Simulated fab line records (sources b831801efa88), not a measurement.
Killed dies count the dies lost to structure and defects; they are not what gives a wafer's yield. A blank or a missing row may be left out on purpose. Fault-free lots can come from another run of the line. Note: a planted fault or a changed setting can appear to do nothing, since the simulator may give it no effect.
fab line records -- flow sfq_line -- part 1 of 2: steps 1 to 27 of 39
record lots=5, wafers=15, last_day=85
route steps=325 shown M4@152 I4@163 JJ@178
lots untouched by any fault: they come from a run of this same line in which no faults occurred
start_h: hours from the record's first day to the start of the lot's first wafer shown -- wait_h: hours from the lot's prior step to this one -- " as in the row above -- L1.1+2: a row that stands for several wafers -- - value missing, or start not given -- * or withheld: withheld -- < > ~ a bound
route shown NAME@n: a module of which the file shows steps, and the number in the route of the first -- usual: the fault-free wafers' mean and standard deviation -- same: alike in all rows -- chamber/n: place in a boat -- sites: per-site readings -- _std_site: the standard deviation of these -- _edge_site: the outer-site mean with the inner-site mean subtracted -- radius_mm: for every site, how far away it sits from the centre of the wafer -- mask NAME#n: copy n -- behind: the tool/chamber that last shaped the wafer -- hold: why the lot was held/for how many hours/how that ended -- device: names the non-switching transistor (n, p or np) -- end of line: tests of these same wafers at the route's end -- for a step that has no rows: nothing shown but its recipe -- killed: dies that structure and defects cost at the first sort, which is not the same as the wafer's yield -- map: a wafer's dies, x killed, . not, _ none there
set.NAME: the setting that was run; set.NAME@STEP: the one run at that earlier step -- model.NAME: the simulator's own value behind a step, which no gauge read
certain route steps with their lots: each step a table, each wafer a row
services: a tool's chamber out of use, with start hour (start_h, from the record's first day; less than 0 if before it), hours out, and reason
## steps
# step SFQ_TRILAYER_M4_LITHO_COAT_098
# recipe resist=BARC, spin_rpm=3000, resist_thk_nm=62
# usual dispense_pressure_kPa=51.3/2.3
lot.wafer,tool,chamber,start_h,wait_h,dispense_pressure_kPa
L085.2,litho_track-02,0,948.83,0.1,52.2
L085.4,litho_track-02,0,948.83,0.1,52.2
L085.5,litho_track-02,0,948.83,0.1,52.2
L087.1,litho_track-03,0,1134.18,0.1,53.7
L087.4,litho_track-03,0,1134.18,0.1,53.7
L087.5,litho_track-03,0,1134.18,0.1,53.7
L090.1,litho_track-01,0,1141.38,0.1,48.2
L090.2,litho_track-01,0,1141.38,0.1,48.2
L090.3,litho_track-01,0,1141.38,0.1,48.2
L091.2,litho_track-03,0,1143.83,0.1,53.7
L091.5,litho_track-03,0,1143.83,0.1,53.7
L091.6,litho_track-03,0,1143.83,0.1,53.8
L092.1,litho_track-02,0,1147.18,0.1,52.1
L092.5,litho_track-02,0,1147.18,0.1,52.1
L092.6,litho_track-02,0,1147.18,0.1,52.2
# step SFQ_TRILAYER_M4_LITHO_COAT_093
# recipe resist=KrF, spin_rpm=3000, resist_thk_nm=600
# usual dispense_pressure_kPa=51.3/2.3
lot.wafer,tool,chamber,start_h,wait_h,dispense_pressure_kPa
L085.2,litho_track-02,0,949.13,0.2,52.1
L085.4,litho_track-02,0,949.13,0.2,52.1
L085.5,litho_track-02,0,949.13,0.2,52.2
L087.1,litho_track-03,0,1134.48,0.2,53.8
L087.4,litho_track-03,0,1134.48,0.2,53.7
L087.5,litho_track-03,0,1134.48,0.2,53.7
L090.1,litho_track-01,0,1141.68,0.2,48.2
L090.2,litho_track-01,0,1141.68,0.2,48.2
L090.3,litho_track-01,0,1141.68,0.2,48.2
L091.2,litho_track-03,0,1144.13,0.2,53.7
L091.5,litho_track-03,0,1144.13,0.2,53.7
L091.6,litho_track-03,0,1144.13,0.2,53.7
L092.1,litho_track-02,0,1147.48,0.2,52.2
L092.5,litho_track-02,0,1147.48,0.2,52.2
L092.6,litho_track-02,0,1147.48,0.2,52.2
# step SFQ_TRILAYER_M4_LITHO_SOFTBAKE_097
# recipe temp_c=withheld, time_s=withheld, resist=KrF
lot.wafer,tool,chamber,start_h,wait_h
L085.2+4+5,litho_track-02,0,949.40,0.2
L087.1+4+5,litho_track-03,0,1134.78,0.2
L090.1+2+3,litho_track-01,0,1141.98,0.2
L091.2+5+6,litho_track-03,0,1144.40,0.2
L092.1+5+6,litho_track-02,0,1147.78,0.2
# step SFQ_TRILAYER_M4_LITHO_EXPOSE_094
# recipe mask_id=M4, na=0.6, source_shape=conventional, sigma_outer=0.65, target_cd_nm=500, dose_mj=14.4
# same na=0.6
lot.wafer,tool,chamber,start_h,wait_h,mask
L085.2+4+5,krf_scanner-02,0,1090.81,-,M4#0
L087.1+4+5,krf_scanner-02,0,1148.01,-,M4#0
L090.1+2+3,krf_scanner-02,0,1160.11,-,M4#0
L091.2+5+6,krf_scanner-02,0,1162.71,-,M4#0
L092.1+5+6,krf_scanner-02,0,1166.11,-,M4#0
# step SFQ_TRILAYER_M4_LITHO_PEB_096
# recipe peb_temp_c=115, peb_time_s=60, resist=KrF
# usual heater_power_total_W=79.15/0.065
lot.wafer,tool,chamber,start_h,wait_h,heater_power_total_W
L085.2,litho_track-02,0,1091.84,0.8,79.17
L085.4,litho_track-02,0,1091.84,0.8,79.26
L085.5,litho_track-02,0,1091.84,0.8,79.15
L087.1,litho_track-02,0,1149.21,1.0,79.17
L087.4,litho_track-02,0,1149.21,1.0,79.09
L087.5,litho_track-02,0,1149.21,1.0,79.12
L090.1,litho_track-02,0,1161.31,1.0,79.13
L090.2,litho_track-02,0,1161.31,1.0,79.10
L090.3,litho_track-02,0,1161.31,1.0,79.24
L091.2,litho_track-03,0,1163.74,0.8,79.17
L091.5,litho_track-03,0,1163.74,0.8,79.03
L091.6,litho_track-03,0,1163.74,0.8,79.19
L092.1,litho_track-03,0,1167.31,1.0,79.22
L092.5,litho_track-03,0,1167.31,1.0,79.15
L092.6,litho_track-03,0,1167.31,1.0,79.17
# step SFQ_TRILAYER_M4_LITHO_DEVELOP_095
# recipe time_s=60, resist=KrF
lot.wafer,tool,chamber,start_h,wait_h
L085.2+4+5,litho_track-02,0,1091.99,0.1
L087.1+4+5,litho_track-02,0,1149.36,0.1
L090.1+2+3,litho_track-02,0,1161.46,0.1
L091.2+5+6,litho_track-03,0,1163.89,0.1
L092.1+5+6,litho_track-03,0,1167.46,0.1
# step SFQ_M4_OVL_MEAS_926
# usual M4_OVL=-2/6.1
lot.wafer,tool,chamber,start_h,wait_h,M4_OVL[nm]
L085.2,overlay-02,-,1092.12,0.1,-3
L085.4,overlay-02,-,1092.12,0.1,-7
L085.5,overlay-02,-,1092.12,0.1,-11
L087.1,overlay-02,-,1149.51,0.1,1
L087.4,overlay-02,-,1149.51,0.1,12
L087.5,overlay-02,-,1149.51,0.1,-1
L090.1,overlay-02,-,1161.61,0.1,0
L090.2,overlay-02,-,1161.61,0.1,2
L090.3,overlay-02,-,1161.61,0.1,-1
L091.2,overlay-02,-,1164.02,0.1,-2
L091.5,overlay-02,-,1164.02,0.1,0
L091.6,overlay-02,-,1164.02,0.1,-4
L092.1,overlay-02,-,1167.61,0.1,-4
L092.5,overlay-02,-,1167.61,0.1,-10
L092.6,overlay-02,-,1167.61,0.1,-6
# step SFQ_TRILAYER_M4_BARC_OPEN_METAL_ETCH_123
# recipe mask_material=PR, chemistry=O2, target_depth_nm=125, target=BARC, icp_w=600, bias_w=80, pressure_mtorr=10, time_s=41.7
# usual drypump_motor_current_A=6.0/0.51, oes_product_au=0.685/0.0045
lot.wafer,tool,chamber,start_h,wait_h,drypump_motor_current_A,oes_product_au,rf_hours_counter_h
L085.2,rie_metal-01,0,1092.17,0.0,5.3,0.684,-
L085.4,rie_metal-01,0,1092.17,0.0,5.3,0.687,-
L085.5,rie_metal-01,0,1092.17,0.0,5.3,0.692,-
L087.1,rie_metal-01,0,1149.55,0.0,5.3,0.687,54
L087.4,rie_metal-01,0,1149.55,0.0,5.3,0.680,-
L087.5,rie_metal-01,0,1149.55,0.0,5.3,0.682,-
L090.1,rie_metal-01,1,1161.65,0.0,6.2,0.686,8
L090.2,rie_metal-01,1,1161.65,0.0,6.2,0.679,-
L090.3,rie_metal-01,1,1161.65,0.0,6.2,0.688,-
L091.2,rie_metal-01,1,1164.07,0.0,6.2,0.697,-
L091.5,rie_metal-01,1,1164.07,0.0,6.2,0.687,-
L091.6,rie_metal-01,1,1164.07,0.0,6.2,0.675,-
L092.1,rie_metal-03,0,1167.65,0.0,6.6,0.684,95
L092.5,rie_metal-03,1,1167.65,0.0,6.1,0.686,-
L092.6,rie_metal-03,0,1167.65,0.0,6.6,0.672,-
# step SFQ_TRILAYER_M4_ETCH_METAL_ETCH_096
# recipe target=Nb, stop_on=SiO2, mask_material=PR, chemistry=Cl2/Ar, target_depth_nm=240, icp_w=600, bias_w=77.47, pressure_mtorr=10, time_s=120
# usual drypump_motor_current_A=6.0/0.51, oes_product_au=0.894/0.0074
lot.wafer,tool,chamber,start_h,wait_h,drypump_motor_current_A,oes_product_au,rf_hours_counter_h
L085.2,rie_metal-01,0,1092.31,0.1,5.3,0.912,-
L085.4,rie_metal-01,0,1092.31,0.1,5.3,0.900,-
L085.5,rie_metal-01,0,1092.31,0.1,5.3,0.902,-
L087.1,rie_metal-01,0,1149.61,0.0,5.3,0.879,54
L087.4,rie_metal-01,0,1149.61,0.0,5.3,0.877,-
L087.5,rie_metal-01,0,1149.61,0.0,5.3,0.884,-
L090.1,rie_metal-01,1,1161.77,0.1,6.2,0.903,8
L090.2,rie_metal-01,1,1161.77,0.1,6.2,0.905,-
L090.3,rie_metal-01,1,1161.77,0.1,6.2,0.895,-
L091.2,rie_metal-01,1,1164.21,0.1,6.2,0.897,-
L091.5,rie_metal-01,1,1164.21,0.1,6.2,0.878,-
L091.6,rie_metal-01,1,1164.21,0.1,6.3,0.902,-
L092.1,rie_metal-03,0,1167.71,0.0,6.6,0.900,95
L092.5,rie_metal-03,1,1167.71,0.0,6.1,0.897,-
L092.6,rie_metal-03,0,1167.71,0.0,6.6,0.897,-
# step SFQ_TRILAYER_M4_STRIP_STRIP_097
# recipe gas=O2, power_w=200, platen_temp_c=40, overash_fraction=0.65, chemistry=O2, pressure_mtorr=50
# usual drypump_motor_current_A=6.0/0.51, oes_product_au=1.000/0.0076
lot.wafer,tool,chamber,start_h,wait_h,drypump_motor_current_A,oes_product_au,rf_hours_counter_h
L085.2,rie_metal-01,0,1092.72,0.4,5.3,1.004,-
L085.4,rie_metal-01,0,1092.72,0.4,5.3,1.000,-
L085.5,rie_metal-01,0,1092.72,0.4,5.3,1.019,-
L087.1,rie_metal-01,0,1149.73,0.1,5.3,1.007,54
L087.4,rie_metal-01,0,1149.73,0.1,5.3,1.005,-
L087.5,rie_metal-01,0,1149.73,0.1,5.3,1.001,-
L090.1,rie_metal-01,1,1162.02,0.2,6.2,1.003,9
L090.2,rie_metal-01,1,1162.02,0.2,6.2,0.991,-
L090.3,rie_metal-01,1,1162.02,0.2,6.2,1.013,-
L091.2,rie_metal-01,1,1164.62,0.4,6.2,1.008,-
L091.5,rie_metal-01,1,1164.62,0.4,6.2,1.002,-
L091.6,rie_metal-01,1,1164.62,0.4,6.2,1.010,-
L092.1,rie_metal-03,0,1167.83,0.1,6.6,0.999,95
L092.5,rie_metal-03,1,1167.83,0.1,6.1,0.989,-
L092.6,rie_metal-03,0,1167.83,0.1,6.7,0.996,-
# step SFQ_TRILAYER_M4_STRIP_SOLV_CLEAN_098
# recipe chemistry=NMP, temp_c=70, time_s=600
lot.wafer,tool,chamber,start_h,wait_h
L085.2+4+5,wet_bench-02,"5,4,7",1093.72,0.8
L087.1+4+5,wet_bench-01,"0,7,3",1150.33,0.4
L090.1+2+3,wet_bench-01,"0,1,6",1163.22,1.0
L091.2+5+6,wet_bench-02,"1,7,0",1165.62,0.8
L092.1+5+6,wet_bench-02,"7,0,4",1168.43,0.4
# step SFQ_TRILAYER_I4_DEP_PECVD_099
# recipe material=SiO2, temp_c=150, time_s=111.11, pressure_torr=2.4, rf_w=183.3, precursor=SiH4/N2O, target_thk_nm=500
# usual heater_power_w=80/13, throttle_valve_pct=24.2/1.2
lot.wafer,tool,chamber,start_h,wait_h,heater_power_w,throttle_valve_pct
L085.2,pecvd-04,1,1093.89,0.0,90,24.8
L085.4,pecvd-04,1,1093.89,0.0,92,24.7
L085.5,pecvd-04,2,1093.89,0.0,82,24.3
L087.1,pecvd-01,0,1150.51,0.0,73,23.7
L087.4,pecvd-01,0,1150.51,0.0,77,23.9
L087.5,pecvd-01,1,1150.51,0.0,82,23.7
L090.1,pecvd-04,0,1163.39,0.0,57,26.4
L090.2,pecvd-04,1,1163.39,0.0,92,24.9
L090.3,pecvd-04,2,1163.39,0.0,83,24.8
L091.2,pecvd-01,0,1165.79,0.0,81,23.8
L091.5,pecvd-01,0,1165.79,0.0,83,23.8
L091.6,pecvd-01,1,1165.79,0.0,79,23.9
L092.1,pecvd-02,0,1168.61,0.0,80,24.1
L092.5,pecvd-02,2,1168.61,0.0,85,23.5
L092.6,pecvd-02,0,1168.61,0.0,66,24.3
# step SFQ_TRILAYER_I4_CMP_CMP_100
# recipe material=SiO2, down_force_psi=3, platen_rpm=60, pad_velocity_m_s=0.94248
# usual motor_current_A=10.4/1.1, platen_rpm=60.00/0.041, time_to_endpoint_s=214/5.6
lot.wafer,tool,chamber,start_h,wait_h,motor_current_A,platen_rpm,time_to_endpoint_s
L085.2,cmp-01,2,1106.03,12.1,8.0,60.01,208
L085.4,cmp-01,1,1107.53,13.6,10.5,60.02,216
L085.5,cmp-01,3,1108.53,14.6,10.8,59.99,215
L087.1,cmp-01,2,1154.99,4.4,8.2,59.99,212
L087.4,cmp-01,1,1156.49,5.9,9.5,59.93,218
L087.5,cmp-01,3,1157.49,6.9,10.5,60.05,216
L090.3,cmp-01,1,1170.49,7.1,10.4,59.93,209
L090.1,cmp-01,2,1170.49,7.1,7.9,60.03,209
L090.2,cmp-01,3,1170.49,7.1,10.4,60.02,206
L091.2,cmp-02,1,1175.69,9.9,11.0,59.96,213
L091.6,cmp-02,2,1175.69,9.9,10.8,59.94,218
L091.5,cmp-02,3,1175.69,9.9,12.4,60.08,210
L092.1,cmp-01,3,1179.99,11.3,10.5,60.02,211
L092.5,cmp-01,1,1180.99,12.3,9.9,60.03,225
L092.6,cmp-01,2,1180.99,12.3,8.1,60.02,221
# step SFQ_I4_BOW_MEAS_927
# recipe mode=bow
# usual I4_BOW=1/9.4
lot.wafer,tool,chamber,start_h,wait_h,I4_BOW[um]
L085.2,film_metro-04,-,1109.05,2.5,-3
L085.4,film_metro-04,-,1109.05,2.5,5
L085.5,film_metro-04,-,1109.05,2.5,2
L087.1,film_metro-01,-,1157.99,2.5,12
L087.4,film_metro-01,-,1157.99,2.5,-1
L087.5,film_metro-01,-,1157.99,2.5,1
L090.1,film_metro-04,-,1172.99,1.5,-4
L090.2,film_metro-04,-,1172.99,1.5,18
L090.3,film_metro-04,-,1172.99,1.5,0
L091.2,film_metro-01,-,1177.21,1.0,-2
L091.5,film_metro-01,-,1177.21,1.0,8
L091.6,film_metro-01,-,1177.21,1.0,6
L092.1,film_metro-02,-,1181.99,1.5,-1
L092.5,film_metro-02,-,1181.99,1.5,2
L092.6,film_metro-02,-,1181.99,1.5,0
# step SFQ_TRILAYER_I4_METRO_MEASURE_101
# usual thk_nm=199.5/0.99
lot.wafer,tool,chamber,start_h,wait_h,thk_nm
L085.2,film_metro-04,-,1109.35,0.3,198.3
L085.4,film_metro-04,-,1109.35,0.3,199.1
L085.5,film_metro-04,-,1109.35,0.3,199.0
L087.1,film_metro-01,-,1158.11,0.1,198.5
L087.4,film_metro-01,-,1158.11,0.1,198.5
L087.5,film_metro-01,-,1158.11,0.1,198.1
L090.1,film_metro-04,-,1173.11,0.1,199.6
L090.2,film_metro-04,-,1173.11,0.1,198.9
L090.3,film_metro-04,-,1173.11,0.1,198.9
L091.2,film_metro-01,-,1177.51,0.3,199.6
L091.5,film_metro-01,-,1177.51,0.3,199.2
L091.6,film_metro-01,-,1177.51,0.3,199.8
L092.1,film_metro-02,-,1182.11,0.1,198.9
L092.5,film_metro-02,-,1182.11,0.1,199.1
L092.6,film_metro-02,-,1182.11,0.1,197.9
# step SFQ_TRILAYER_I4_VIA_LITHO_COAT_108
# recipe resist=BARC, spin_rpm=3000, resist_thk_nm=62
# usual dispense_pressure_kPa=50.8/2.3
lot.wafer,tool,chamber,start_h,wait_h,dispense_pressure_kPa
L085.2,litho_track-01,0,1110.40,0.8,48.3
L085.4,litho_track-01,0,1110.40,0.8,48.2
L085.5,litho_track-01,0,1110.40,0.8,48.2
L087.1,litho_track-03,0,1159.31,1.0,53.8
L087.4,litho_track-03,0,1159.31,1.0,53.8
L087.5,litho_track-03,0,1159.31,1.0,53.8
L090.1,litho_track-01,0,1174.31,1.0,48.2
L090.2,litho_track-01,0,1174.31,1.0,48.2
L090.3,litho_track-01,0,1174.31,1.0,48.2
L091.2,litho_track-03,0,1178.56,0.8,53.7
L091.5,litho_track-03,0,1178.56,0.8,53.8
L091.6,litho_track-03,0,1178.56,0.8,53.7
L092.1,litho_track-01,0,1183.31,1.0,48.2
L092.5,litho_track-01,0,1183.31,1.0,48.3
L092.6,litho_track-01,0,1183.31,1.0,48.3
# step SFQ_TRILAYER_I4_VIA_LITHO_COAT_103
# recipe resist=KrF, spin_rpm=3058, resist_thk_nm=650
# usual dispense_pressure_kPa=50.8/2.3
lot.wafer,tool,chamber,start_h,wait_h,dispense_pressure_kPa
L085.2,litho_track-01,0,1110.70,0.2,48.2
L085.4,litho_track-01,0,1110.70,0.2,48.2
L085.5,litho_track-01,0,1110.70,0.2,48.2
L087.1,litho_track-03,0,1159.61,0.2,53.7
L087.4,litho_track-03,0,1159.61,0.2,53.7
L087.5,litho_track-03,0,1159.61,0.2,53.7
L090.1,litho_track-01,0,1174.61,0.2,48.2
L090.2,litho_track-01,0,1174.61,0.2,48.2
L090.3,litho_track-01,0,1174.61,0.2,48.3
L091.2,litho_track-03,0,1178.86,0.2,53.8
L091.5,litho_track-03,0,1178.86,0.2,53.7
L091.6,litho_track-03,0,1178.86,0.2,53.7
L092.1,litho_track-01,0,1183.61,0.2,48.2
L092.5,litho_track-01,0,1183.61,0.2,48.2
L092.6,litho_track-01,0,1183.61,0.2,48.2
# step SFQ_TRILAYER_I4_VIA_LITHO_SOFTBAKE_107
# recipe temp_c=withheld, time_s=withheld, resist=KrF
lot.wafer,tool,chamber,start_h,wait_h
L085.2+4+5,litho_track-01,0,1110.97,0.2
L087.1+4+5,litho_track-03,0,1159.91,0.2
L090.1+2+3,litho_track-01,0,1174.91,0.2
L091.2+5+6,litho_track-03,0,1179.13,0.2
L092.1+5+6,litho_track-01,0,1183.91,0.2
# step SFQ_TRILAYER_I4_VIA_LITHO_EXPOSE_104
# recipe mask_id=I4, na=0.6, source_shape=conventional, sigma_outer=0.65, target_cd_nm=700, dose_mj=21.3
# same na=0.6
lot.wafer,tool,chamber,start_h,wait_h,mask
L085.2+4+5,krf_scanner-01,0,1261.39,-,I4#0
L087.1+4+5,krf_scanner-01,0,1288.79,-,I4#0
L090.1+2+3,krf_scanner-01,0,1298.39,-,I4#0
L091.2+5+6,krf_scanner-01,0,1303.39,-,I4#0
L092.1+5+6,krf_scanner-01,0,-,-,I4#0
# step SFQ_TRILAYER_I4_VIA_LITHO_PEB_106
# recipe peb_temp_c=115, peb_time_s=60, resist=KrF
# usual heater_power_total_W=79.15/0.064
lot.wafer,tool,chamber,start_h,wait_h,heater_power_total_W
L085.2,litho_track-04,0,1262.42,0.8,79.26
L085.4,litho_track-04,0,1262.42,0.8,79.28
L085.5,litho_track-04,0,1262.42,0.8,79.17
L087.1,litho_track-01,0,1289.99,1.0,79.14
L087.4,litho_track-01,0,1289.99,1.0,79.24
L087.5,litho_track-01,0,1289.99,1.0,79.19
L090.1,litho_track-04,0,1299.59,1.0,79.16
L090.2,litho_track-04,0,1299.59,1.0,79.22
L090.3,litho_track-04,0,1299.59,1.0,79.21
L091.2,litho_track-01,0,1304.42,0.8,79.18
L091.5,litho_track-01,0,1304.42,0.8,79.15
L091.6,litho_track-01,0,1304.42,0.8,79.24
L092.1,litho_track-04,0,-,-,79.10
L092.5,litho_track-04,0,-,-,79.20
L092.6,litho_track-04,0,-,-,79.20
# step SFQ_TRILAYER_I4_VIA_LITHO_DEVELOP_105
# recipe time_s=60, resist=KrF
lot.wafer,tool,chamber,start_h,wait_h
L085.2+4+5,litho_track-04,0,1262.57,0.1
L087.1+4+5,litho_track-01,0,1290.14,0.1
L090.1+2+3,litho_track-04,0,1299.74,0.1
L091.2+5+6,litho_track-01,0,1304.57,0.1
L092.1+5+6,litho_track-04,0,1309.74,0.1
# step SFQ_I4_OVL_MEAS_928
# usual I4_OVL=0/5.9
lot.wafer,tool,chamber,start_h,wait_h,I4_OVL[nm]
L085.2,overlay-01,-,1262.70,0.1,1
L085.4,overlay-01,-,1262.70,0.1,-4
L085.5,overlay-01,-,1262.70,0.1,-1
L087.1,overlay-01,-,1290.29,0.1,4
L087.4,overlay-01,-,1290.29,0.1,4
L087.5,overlay-01,-,1290.29,0.1,2
L090.1,overlay-01,-,1299.89,0.1,2
L090.2,overlay-01,-,1299.89,0.1,2
L090.3,overlay-01,-,1299.89,0.1,1
L091.2,overlay-01,-,1304.70,0.1,1
L091.5,overlay-01,-,1304.70,0.1,3
L091.6,overlay-01,-,1304.70,0.1,3
L092.1,overlay-01,-,1309.89,0.1,-7
L092.5,overlay-01,-,1309.89,0.1,-11
L092.6,overlay-01,-,1309.89,0.1,-9
# step SFQ_TRILAYER_I4_VIA_BARC_OPEN_VIA_ETCH_146
# recipe mask_material=PR, chemistry=O2, target_depth_nm=125, target=BARC, source_w=500, bias_w=80, pressure_mtorr=30, time_s=41.7
# usual drypump_motor_current_A=6.0/0.35, oes_product_au=0.685/0.0045
lot.wafer,tool,chamber,start_h,wait_h,drypump_motor_current_A,oes_product_au,rf_hours_counter_h
L085.2,rie_diel-04,3,1262.73,0.0,5.9,0.686,14
L085.4,rie_diel-04,0,1262.73,0.0,6.2,0.681,7
L085.5,rie_diel-04,2,1262.73,0.0,5.9,0.685,-
L087.1,rie_diel-04,1,1290.33,0.0,5.5,0.682,12
L087.4,rie_diel-04,3,1290.33,0.0,5.9,0.687,14
L087.5,rie_diel-04,1,1290.33,0.0,5.5,0.682,-
L090.1,rie_diel-01,2,1299.93,0.0,5.5,0.694,7
L090.2,rie_diel-01,0,1299.93,0.0,6.7,0.684,8
L090.3,rie_diel-01,3,1299.93,0.0,5.8,0.681,12
L091.2,rie_diel-01,2,1304.73,0.0,5.5,0.681,7
L091.5,rie_diel-01,0,1304.73,0.0,6.7,0.684,-
L091.6,rie_diel-01,1,1304.73,0.0,6.3,0.683,-
L092.1,rie_diel-04,3,1309.93,0.0,5.9,0.681,15
L092.5,rie_diel-04,2,1309.93,0.0,5.9,0.686,-
L092.6,rie_diel-04,1,1309.93,0.0,5.5,0.686,-
# step SFQ_TRILAYER_I4_VIA_ETCH_VIA_ETCH_106
# recipe target=SiO2, stop_on=Nb, mask_material=PR, taper_deg=20, chemistry=CHF3, target_depth_nm=260, source_w=500, bias_w=80, pressure_mtorr=30, time_s=withheld
# usual drypump_motor_current_A=6.0/0.35, oes_product_au=0.853/0.0054
lot.wafer,tool,chamber,start_h,wait_h,drypump_motor_current_A,oes_product_au
L085.2,rie_diel-04,3,1262.77,0.0,5.9,0.847
L085.4,rie_diel-04,0,1262.77,0.0,6.2,0.851
L085.5,rie_diel-04,2,1262.77,0.0,6.0,0.851
L087.1,rie_diel-04,1,1290.37,0.0,5.4,0.858
L087.4,rie_diel-04,3,1290.37,0.0,5.9,0.857
L087.5,rie_diel-04,1,1290.37,0.0,5.5,0.847
L090.1,rie_diel-01,2,1299.97,0.0,5.5,0.852
L090.2,rie_diel-01,0,1299.97,0.0,6.8,0.852
L090.3,rie_diel-01,3,1299.97,0.0,5.8,0.856
L091.2,rie_diel-01,2,1304.77,0.0,5.5,0.856
L091.5,rie_diel-01,0,1304.77,0.0,6.7,0.843
L091.6,rie_diel-01,1,1304.77,0.0,6.3,0.857
L092.1,rie_diel-04,3,1309.96,0.0,5.9,0.846
L092.5,rie_diel-04,2,1309.96,0.0,5.9,0.847
L092.6,rie_diel-04,1,1309.96,0.0,5.5,0.848
# step SFQ_TRILAYER_I4_VIA_STRIP_STRIP_107
# recipe gas=O2, power_w=200, platen_temp_c=40, overash_fraction=0.65, chemistry=O2, pressure_mtorr=50
# usual drypump_motor_current_A=5.8/0.63, oes_product_au=1.001/0.008
lot.wafer,tool,chamber,start_h,wait_h,drypump_motor_current_A,oes_product_au,rf_hours_counter_h
L085.2,rie_metal-03,0,1262.88,-,6.6,1.008,112
L085.4,rie_metal-03,1,1262.88,-,6.1,0.985,-
L085.5,rie_metal-03,1,1262.88,-,6.1,0.994,-
L087.1,rie_metal-04,0,1290.48,-,4.8,1.008,46
L087.4,rie_metal-04,0,1290.48,-,4.8,1.008,-
L087.5,rie_metal-04,1,1290.48,-,5.8,1.013,-
L090.1,rie_metal-04,0,1300.08,-,4.8,0.992,48
L090.2,rie_metal-04,1,1300.08,-,5.8,1.002,43
L090.3,rie_metal-04,0,1300.08,-,4.8,0.991,-
L091.2,rie_metal-03,1,1304.88,-,6.1,0.989,128
L091.5,rie_metal-03,1,1304.88,-,6.1,0.993,-
L091.6,rie_metal-03,0,1304.88,-,6.6,0.986,-
L092.1,rie_metal-01,0,1310.08,-,5.3,1.003,81
L092.5,rie_metal-01,1,1310.08,-,6.2,1.009,-
L092.6,rie_metal-01,0,1310.08,-,5.3,1.001,-
# step SFQ_TRILAYER_I4_VIA_STRIP_SOLV_CLEAN_108
# recipe chemistry=NMP, temp_c=70, time_s=600
lot.wafer,tool,chamber,start_h,wait_h
L085.2+4+5,wet_bench-01,"4,2,5",1263.48,0.4
L087.1+4+5,wet_bench-04,"4,1,5",1291.08,0.4
L090.1+2+3,wet_bench-04,"6,5,1",1300.68,0.4
L091.2+5+6,wet_bench-03,"4,0,3",1305.48,0.4
L092.1+5+6,wet_bench-03,"4,3,6",1310.68,0.4
# step SFQ_TRILAYER_JJ_TRILAYER_DEP_PRE_CLEAN_113
# recipe gas=Ar, time_s=22.5, bias_v=250
lot.wafer,tool,chamber,start_h,wait_h
L085.2+4+5,pvd_sputter-03,-,1263.66,0.0
L087.1+4+5,pvd_sputter-03,-,1291.26,0.0
L090.1+2+3,pvd_sputter-03,-,1300.86,0.0
L091.2+5+6,pvd_sputter-03,-,1305.66,0.0
L092.1+5+6,pvd_sputter-03,-,1310.87,0.0
